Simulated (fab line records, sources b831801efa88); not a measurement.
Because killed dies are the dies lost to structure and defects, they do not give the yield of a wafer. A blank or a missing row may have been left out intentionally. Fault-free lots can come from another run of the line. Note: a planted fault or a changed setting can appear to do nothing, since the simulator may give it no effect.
What tool caused it? || flow sky130 || Sampling: 14 lots, 42 wafers, 6 of 708 route steps

## WHAT THE GAUGES SHOWED, per wafer
SKY_METAL2_THK_MEAS_06: measures by xrf.
{"lot": "L365", "measured": "day 34 03:40", "on": "film-metro-03", "METAL2_ALCU_THK (nm)": "252.4 251.7 254.4"}
{"lot": "L366", "measured": "day 34 07:12", "on": "film-metro-04", "METAL2_ALCU_THK (nm)": "254.7 257.0 253.7"}
{"lot": "L367", "measured": "day 34 17:21", "on": "film-metro-03", "METAL2_ALCU_THK (nm)": "250.3 249.2 250.0"}
{"lot": "L371", "measured": "day 36 09:31", "on": "film-metro-03", "METAL2_ALCU_THK (nm)": "247.9 252.6 249.8"}
{"lot": "L373", "measured": "day 36 18:35", "on": "film-metro-04", "METAL2_ALCU_THK (nm)": "245.1 245.5 246.5"}
{"lot": "L374", "measured": "day 36 22:38", "on": "film-metro-04", "METAL2_ALCU_THK (nm)": "249.9 249.3 248.1"}
{"lot": "L382", "measured": "day 39 16:52", "on": "film-metro-03", "METAL2_ALCU_THK (nm)": "254.4 251.5 249.5"}
{"lot": "L381", "measured": "day 39 17:31", "on": "film-metro-01", "METAL2_ALCU_THK (nm)": "247.9 249.0 249.1"}
{"lot": "L379", "measured": "day 39 20:03", "on": "film-metro-03", "METAL2_ALCU_THK (nm)": "248.5 250.0 248.2"}
{"lot": "L383", "measured": "day 40 01:30", "on": "film-metro-03", "METAL2_ALCU_THK (nm)": "253.2 255.6 253.9"}
{"lot": "L384", "measured": "day 40 02:11", "on": "film-metro-01", "METAL2_ALCU_THK (nm)": "248.9 250.1 247.4"}
{"lot": "L385", "measured": "day 40 08:08", "on": "film-metro-03", "METAL2_ALCU_THK (nm)": "255.5 255.0 253.4"}
{"lot": "L386", "measured": "day 40 12:10", "on": "film-metro-03", "METAL2_ALCU_THK (nm)": "253.0 253.3 254.0"}
{"lot": "L387", "measured": "day 41 03:46", "on": "film-metro-04", "METAL2_ALCU_THK (nm)": "248.4 246.8 245.6"}

SKY_CAPM_RS_MEAS_03: measurement is done with a four-point probe.
{"lot": "L365", "measured": "day 36 12:34", "on": "film-metro-02", "CAPM_TIN_RS (ohm/sq)": "6.88 6.85 6.88"}
{"lot": "L366", "measured": "day 36 14:53", "on": "film-metro-02", "CAPM_TIN_RS (ohm/sq)": "6.90 6.93 6.99"}
{"lot": "L367", "measured": "day 37 00:50", "on": "film-metro-02", "CAPM_TIN_RS (ohm/sq)": "6.98 6.93 6.96"}
{"lot": "L371", "measured": "day 38 16:29", "on": "film-metro-03", "CAPM_TIN_RS (ohm/sq)": "6.81 6.97 6.82"}
{"lot": "L373", "measured": "day 39 04:41", "on": "film-metro-02", "CAPM_TIN_RS (ohm/sq)": "- - -"}
{"lot": "L374", "measured": "day 39 05:04", "on": "film-metro-04", "CAPM_TIN_RS (ohm/sq)": "- - -"}
{"lot": "L382", "measured": "day 41 20:11", "on": "film-metro-02", "CAPM_TIN_RS (ohm/sq)": "7.02 6.93 7.02"}
{"lot": "L381", "measured": "day 41 22:17", "on": "film-metro-04", "CAPM_TIN_RS (ohm/sq)": "7.06 7.00 6.99"}
{"lot": "L379", "measured": "day 41 23:12", "on": "film-metro-03", "CAPM_TIN_RS (ohm/sq)": "7.07 7.03 7.01"}
{"lot": "L383", "measured": "day 42 05:58", "on": "film-metro-03", "CAPM_TIN_RS (ohm/sq)": "6.89 6.84 6.83"}
{"lot": "L384", "measured": "day 42 06:19", "on": "film-metro-03", "CAPM_TIN_RS (ohm/sq)": "6.98 6.92 6.98"}
{"lot": "L385", "measured": "day 42 11:45", "on": "film-metro-03", "CAPM_TIN_RS (ohm/sq)": "6.78 6.81 6.85"}
{"lot": "L386", "measured": "day 42 15:02", "on": "film-metro-04", "CAPM_TIN_RS (ohm/sq)": "6.92 6.97 6.91"}
{"lot": "L387", "measured": "day 43 06:31", "on": "film-metro-04", "CAPM_TIN_RS (ohm/sq)": "6.84 6.97 6.91"}

SKY_CAPM_THK_MEAS_04: measures by xrf.
{"lot": "L365", "measured": "day 36 12:40", "on": "film-metro-02", "CAPM_TIN_THK (nm)": "199.0 200.3 199.7"}
{"lot": "L366", "measured": "day 36 15:00", "on": "film-metro-02", "CAPM_TIN_THK (nm)": "198.2 198.0 195.7"}
{"lot": "L367", "measured": "day 37 00:57", "on": "film-metro-02", "CAPM_TIN_THK (nm)": "196.5 197.7 196.3"}
{"lot": "L371", "measured": "day 38 16:36", "on": "film-metro-03", "CAPM_TIN_THK (nm)": "203.1 198.1 202.1"}
{"lot": "L373", "measured": "day 39 04:47", "on": "film-metro-02", "CAPM_TIN_THK (nm)": "<0.0 <0.0 <0.0"}
{"lot": "L374", "measured": "day 39 05:11", "on": "film-metro-04", "CAPM_TIN_THK (nm)": "<0.0 <0.0 <0.0"}
{"lot": "L382", "measured": "day 41 20:17", "on": "film-metro-02", "CAPM_TIN_THK (nm)": "196.2 199.1 196.7"}
{"lot": "L381", "measured": "day 41 22:23", "on": "film-metro-04", "CAPM_TIN_THK (nm)": "194.8 197.7 196.5"}
{"lot": "L379", "measured": "day 41 23:19", "on": "film-metro-03", "CAPM_TIN_THK (nm)": "197.1 197.5 198.4"}
{"lot": "L383", "measured": "day 42 06:05", "on": "film-metro-03", "CAPM_TIN_THK (nm)": "201.1 202.1 202.2"}
{"lot": "L384", "measured": "day 42 06:26", "on": "film-metro-03", "CAPM_TIN_THK (nm)": "197.0 199.3 198.0"}
{"lot": "L385", "measured": "day 42 11:51", "on": "film-metro-03", "CAPM_TIN_THK (nm)": "204.1 202.8 201.4"}
{"lot": "L386", "measured": "day 42 15:08", "on": "film-metro-04", "CAPM_TIN_THK (nm)": "198.7 196.5 197.4"}
{"lot": "L387", "measured": "day 43 06:38", "on": "film-metro-04", "CAPM_TIN_THK (nm)": "201.0 196.4 198.2"}

## EACH LOT AND THE TOOL THAT RAN IT (in order: tool; ch and the chambers of the sampled wafers; start)
{"lot": "L365", "SKY_VIA2_CMP_24": "cmp-01 ch 0,1, day 36 11:53", "SKY_METAL3_SPUTTER_03": "pvd-sputter-01, day 36 12:17", "SKY_CAPM_SPUTTER_02": "pvd-sputter-02, day 36 12:26"}
{"lot": "L366", "SKY_VIA2_CMP_24": "cmp-01 ch 0,1,2, day 36 14:13", "SKY_METAL3_SPUTTER_03": "pvd-sputter-04, day 36 14:37", "SKY_CAPM_SPUTTER_02": "pvd-sputter-01, day 36 14:46"}
{"lot": "L367", "SKY_VIA2_CMP_24": "cmp-02 ch 0,1,3, day 37 00:11", "SKY_METAL3_SPUTTER_03": "pvd-sputter-03, day 37 00:34", "SKY_CAPM_SPUTTER_02": "pvd-sputter-04, day 37 00:43"}
{"lot": "L371", "SKY_VIA2_CMP_24": "cmp-01 ch 0,1,3, day 38 15:56", "SKY_METAL3_SPUTTER_03": "pvd-sputter-01, day 38 16:13", "SKY_CAPM_SPUTTER_02": "pvd-sputter-04, day 38 16:22"}
{"lot": "L373", "SKY_VIA2_CMP_24": "cmp-01 ch 0,2,3, day 39 04:06", "SKY_METAL3_SPUTTER_03": "pvd-sputter-03, day 39 04:23", "SKY_CAPM_SPUTTER_02": "pvd-sputter-01, day 39 04:33"}
{"lot": "L374", "SKY_VIA2_CMP_24": "cmp-02 ch 0,1,3, day 39 04:29", "SKY_METAL3_SPUTTER_03": "pvd-sputter-04, day 39 04:49", "SKY_CAPM_SPUTTER_02": "pvd-sputter-02, day 39 04:58"}
{"lot": "L382", "SKY_VIA2_CMP_24": "cmp-01 ch 0,1,3, day 41 19:34", "SKY_METAL3_SPUTTER_03": "pvd-sputter-04, day 41 19:54", "SKY_CAPM_SPUTTER_02": "pvd-sputter-02, day 41 20:03"}
{"lot": "L381", "SKY_VIA2_CMP_24": "cmp-01 ch 0,1,2, day 41 21:45", "SKY_METAL3_SPUTTER_03": "pvd-sputter-04, day 41 21:59", "SKY_CAPM_SPUTTER_02": "pvd-sputter-02, day 41 22:08"}
{"lot": "L379", "SKY_VIA2_CMP_24": "cmp-01 ch 0,1,2, day 41 22:33", "SKY_METAL3_SPUTTER_03": "pvd-sputter-03, day 41 22:56", "SKY_CAPM_SPUTTER_02": "pvd-sputter-04, day 41 23:05"}
{"lot": "L383", "SKY_VIA2_CMP_24": "cmp-01 ch 0,2,3, day 42 05:19", "SKY_METAL3_SPUTTER_03": "pvd-sputter-03, day 42 05:42", "SKY_CAPM_SPUTTER_02": "pvd-sputter-02, day 42 05:51"}
{"lot": "L384", "SKY_VIA2_CMP_24": "cmp-02 ch 0,1,2, day 42 05:40", "SKY_METAL3_SPUTTER_03": "pvd-sputter-01, day 42 06:03", "SKY_CAPM_SPUTTER_02": "pvd-sputter-02, day 42 06:13"}
{"lot": "L385", "SKY_VIA2_CMP_24": "cmp-01 ch 1,2, day 42 11:04", "SKY_METAL3_SPUTTER_03": "pvd-sputter-01, day 42 11:27", "SKY_CAPM_SPUTTER_02": "pvd-sputter-02, day 42 11:36"}
{"lot": "L386", "SKY_VIA2_CMP_24": "cmp-01 ch 0,3, day 42 14:21", "SKY_METAL3_SPUTTER_03": "pvd-sputter-01, day 42 14:44", "SKY_CAPM_SPUTTER_02": "pvd-sputter-04, day 42 14:53"}
{"lot": "L387", "SKY_VIA2_CMP_24": "cmp-01 ch 1,2,3, day 43 05:52", "SKY_METAL3_SPUTTER_03": "pvd-sputter-03, day 43 06:15", "SKY_CAPM_SPUTTER_02": "pvd-sputter-02, day 43 06:25"}
- SKY_VIA2_CMP_24: polishes, stops on SiO2, t overpolish 20 s, target thk 0 nm.
- SKY_METAL3_SPUTTER_03: material Ti, target thk 5 nm, time 3.3 s.
- SKY_CAPM_SPUTTER_02: material TiN, target thk 200 nm, time 166.7 s.

## AS READ BY THE TOOLS THEMSELVES (means over the sampled wafers that have a number; for cases with no such wafer, the mark the record gives instead)
SKY_VIA2_CMP_24.
{"lot": "L365", "tool": "cmp-01", "motor-current-A (A)": 10.8, "overpolish-run-s (s)": 20.001, "time-to-endpoint-s (s)": 93}
{"lot": "L366", "tool": "cmp-01", "motor-current-A (A)": 10.3, "overpolish-run-s (s)": 19.996, "time-to-endpoint-s (s)": 96}
{"lot": "L367", "tool": "cmp-02", "motor-current-A (A)": 10.2, "overpolish-run-s (s)": 19.998, "time-to-endpoint-s (s)": 104}
{"lot": "L371", "tool": "cmp-01", "motor-current-A (A)": 9.8, "overpolish-run-s (s)": 19.999, "time-to-endpoint-s (s)": 98}
{"lot": "L373", "tool": "cmp-01", "motor-current-A (A)": 9.4, "overpolish-run-s (s)": 20.000, "time-to-endpoint-s (s)": 105}
{"lot": "L374", "tool": "cmp-02", "motor-current-A (A)": 10.5, "overpolish-run-s (s)": 20.007, "time-to-endpoint-s (s)": 100}
{"lot": "L382", "tool": "cmp-01", "motor-current-A (A)": 10.1, "overpolish-run-s (s)": 20.006, "time-to-endpoint-s (s)": 98}
{"lot": "L381", "tool": "cmp-01", "motor-current-A (A)": 9.9, "overpolish-run-s (s)": 19.995, "time-to-endpoint-s (s)": 97}
{"lot": "L379", "tool": "cmp-01", "motor-current-A (A)": 10.3, "overpolish-run-s (s)": 20.001, "time-to-endpoint-s (s)": 103}
{"lot": "L383", "tool": "cmp-01", "motor-current-A (A)": 9.1, "overpolish-run-s (s)": 20.003, "time-to-endpoint-s (s)": 103}
{"lot": "L384", "tool": "cmp-02", "motor-current-A (A)": 10.7, "overpolish-run-s (s)": 20.003, "time-to-endpoint-s (s)": 100}
{"lot": "L385", "tool": "cmp-01", "motor-current-A (A)": 10.9, "overpolish-run-s (s)": 19.996, "time-to-endpoint-s (s)": 100}
{"lot": "L386", "tool": "cmp-01", "motor-current-A (A)": 9.3, "overpolish-run-s (s)": 20.008, "time-to-endpoint-s (s)": 100}
{"lot": "L387", "tool": "cmp-01", "motor-current-A (A)": 10.0, "overpolish-run-s (s)": 20.003, "time-to-endpoint-s (s)": 100}

SKY_METAL3_SPUTTER_03.
{"lot": "L365", "tool": "pvd-sputter-01", "cathode-dc-power-W (W)": 3000.1, "chamber-pressure-pa (Pa)": 0.3995, "throttle-valve-pct (%)": 29.9}
{"lot": "L366", "tool": "pvd-sputter-04", "cathode-dc-power-W (W)": 2999.5, "chamber-pressure-pa (Pa)": 0.4003, "throttle-valve-pct (%)": 31.8}
{"lot": "L367", "tool": "pvd-sputter-03", "cathode-dc-power-W (W)": 2999.9, "chamber-pressure-pa (Pa)": 0.3993, "throttle-valve-pct (%)": 31.4}
{"lot": "L371", "tool": "pvd-sputter-01", "cathode-dc-power-W (W)": 2999.9, "chamber-pressure-pa (Pa)": 0.3999, "throttle-valve-pct (%)": 30.4}
{"lot": "L373", "tool": "pvd-sputter-03", "cathode-dc-power-W (W)": 3000.0, "chamber-pressure-pa (Pa)": 0.4009, "throttle-valve-pct (%)": 31.1}
{"lot": "L374", "tool": "pvd-sputter-04", "cathode-dc-power-W (W)": 2999.9, "chamber-pressure-pa (Pa)": 0.4003, "throttle-valve-pct (%)": 31.3}
{"lot": "L382", "tool": "pvd-sputter-04", "cathode-dc-power-W (W)": 2999.6, "chamber-pressure-pa (Pa)": 0.4001, "throttle-valve-pct (%)": 31.3}
{"lot": "L381", "tool": "pvd-sputter-04", "cathode-dc-power-W (W)": 3000.0, "chamber-pressure-pa (Pa)": 0.4002, "throttle-valve-pct (%)": 31.3}
{"lot": "L379", "tool": "pvd-sputter-03", "cathode-dc-power-W (W)": 2999.7, "chamber-pressure-pa (Pa)": 0.3991, "throttle-valve-pct (%)": 31.5}
{"lot": "L383", "tool": "pvd-sputter-03", "cathode-dc-power-W (W)": 2999.6, "chamber-pressure-pa (Pa)": 0.4007, "throttle-valve-pct (%)": 31.7}
{"lot": "L384", "tool": "pvd-sputter-01", "cathode-dc-power-W (W)": 3000.2, "chamber-pressure-pa (Pa)": 0.4001, "throttle-valve-pct (%)": 30.7}
{"lot": "L385", "tool": "pvd-sputter-01", "cathode-dc-power-W (W)": 2999.8, "chamber-pressure-pa (Pa)": 0.4009, "throttle-valve-pct (%)": 29.8}
{"lot": "L386", "tool": "pvd-sputter-01", "cathode-dc-power-W (W)": 3000.0, "chamber-pressure-pa (Pa)": 0.4003, "throttle-valve-pct (%)": 29.4}
{"lot": "L387", "tool": "pvd-sputter-03", "cathode-dc-power-W (W)": 3000.1, "chamber-pressure-pa (Pa)": 0.4008, "throttle-valve-pct (%)": 30.7}

SKY_CAPM_SPUTTER_02.
{"lot": "L365", "tool": "pvd-sputter-02", "cathode-dc-power-W (W)": 6500.1, "chamber-pressure-pa (Pa)": 0.4001, "throttle-valve-pct (%)": 29.8}
{"lot": "L366", "tool": "pvd-sputter-01", "cathode-dc-power-W (W)": 6499.3, "chamber-pressure-pa (Pa)": 0.4001, "throttle-valve-pct (%)": 30.8}
{"lot": "L367", "tool": "pvd-sputter-04", "cathode-dc-power-W (W)": 6500.6, "chamber-pressure-pa (Pa)": 0.3994, "throttle-valve-pct (%)": 30.7}
{"lot": "L371", "tool": "pvd-sputter-04", "cathode-dc-power-W (W)": 6501.0, "chamber-pressure-pa (Pa)": 0.4006, "throttle-valve-pct (%)": 31.2}
{"lot": "L373", "tool": "pvd-sputter-01", "cathode-dc-power-W (W)": "-", "chamber-pressure-pa (Pa)": "-", "throttle-valve-pct (%)": "-"}
{"lot": "L374", "tool": "pvd-sputter-02", "cathode-dc-power-W (W)": "-", "chamber-pressure-pa (Pa)": "-", "throttle-valve-pct (%)": "-"}
{"lot": "L382", "tool": "pvd-sputter-02", "cathode-dc-power-W (W)": 6501.2, "chamber-pressure-pa (Pa)": 0.4003, "throttle-valve-pct (%)": 30.2}
{"lot": "L381", "tool": "pvd-sputter-02", "cathode-dc-power-W (W)": 6500.4, "chamber-pressure-pa (Pa)": 0.3993, "throttle-valve-pct (%)": 30.7}
{"lot": "L379", "tool": "pvd-sputter-04", "cathode-dc-power-W (W)": 6499.7, "chamber-pressure-pa (Pa)": 0.4007, "throttle-valve-pct (%)": 31.0}
{"lot": "L383", "tool": "pvd-sputter-02", "cathode-dc-power-W (W)": 6499.0, "chamber-pressure-pa (Pa)": 0.4001, "throttle-valve-pct (%)": 30.5}
{"lot": "L384", "tool": "pvd-sputter-02", "cathode-dc-power-W (W)": 6500.6, "chamber-pressure-pa (Pa)": 0.3997, "throttle-valve-pct (%)": 30.0}
{"lot": "L385", "tool": "pvd-sputter-02", "cathode-dc-power-W (W)": 6499.4, "chamber-pressure-pa (Pa)": 0.3998, "throttle-valve-pct (%)": 30.8}
{"lot": "L386", "tool": "pvd-sputter-04", "cathode-dc-power-W (W)": 6500.4, "chamber-pressure-pa (Pa)": 0.4001, "throttle-valve-pct (%)": 30.9}
{"lot": "L387", "tool": "pvd-sputter-02", "cathode-dc-power-W (W)": 6499.1, "chamber-pressure-pa (Pa)": 0.4011, "throttle-valve-pct (%)": 30.1}

## THE ANSWER, worked out from the rows above alone
Rule: usual is defined by the lots themselves. Put in order of their means at a reading, lots are off if they are a third of the lots or fewer, leave a main group of 4 or more, and stand apart from it by a gap of 3 or more times the standard deviation of the main group's means; of several such gaps the widest counts. The tables above print the reading to a certain number of digits; a main group whose means all agree to those digits is not used. A lot without any number at a reading at which 4 lots or more have one is off too. All remaining lots with rows at the step are treated as sound. The gauges are gone through in route order, then the tools' own readings, and for those a lot's mean is taken as printed above. The first step at which some lot is off is used, and at that step the reading that is off furthest; a lot without a number counts as furthest.
Off: L373, L374, at SKY_CAPM_RS_MEAS_03 (CAPM_TIN_RS). Without a number there: L373, L374. For the main group the mean is 6.93 ohm/sq and the standard deviation 0.066.
If a tool, at a process step before that reading, ran all the lots that are off and no sound lot after the first of them, it fits. Not tried: the gauges at SKY_CAPM_RS_MEAS_03; whatever is off there is also off at SKY_CAPM_SPUTTER_02, on other tools, and gauge error can't account for it. Not one of the candidates tried fits.

## WHAT WAS PUT IN BY THE SIMULATOR
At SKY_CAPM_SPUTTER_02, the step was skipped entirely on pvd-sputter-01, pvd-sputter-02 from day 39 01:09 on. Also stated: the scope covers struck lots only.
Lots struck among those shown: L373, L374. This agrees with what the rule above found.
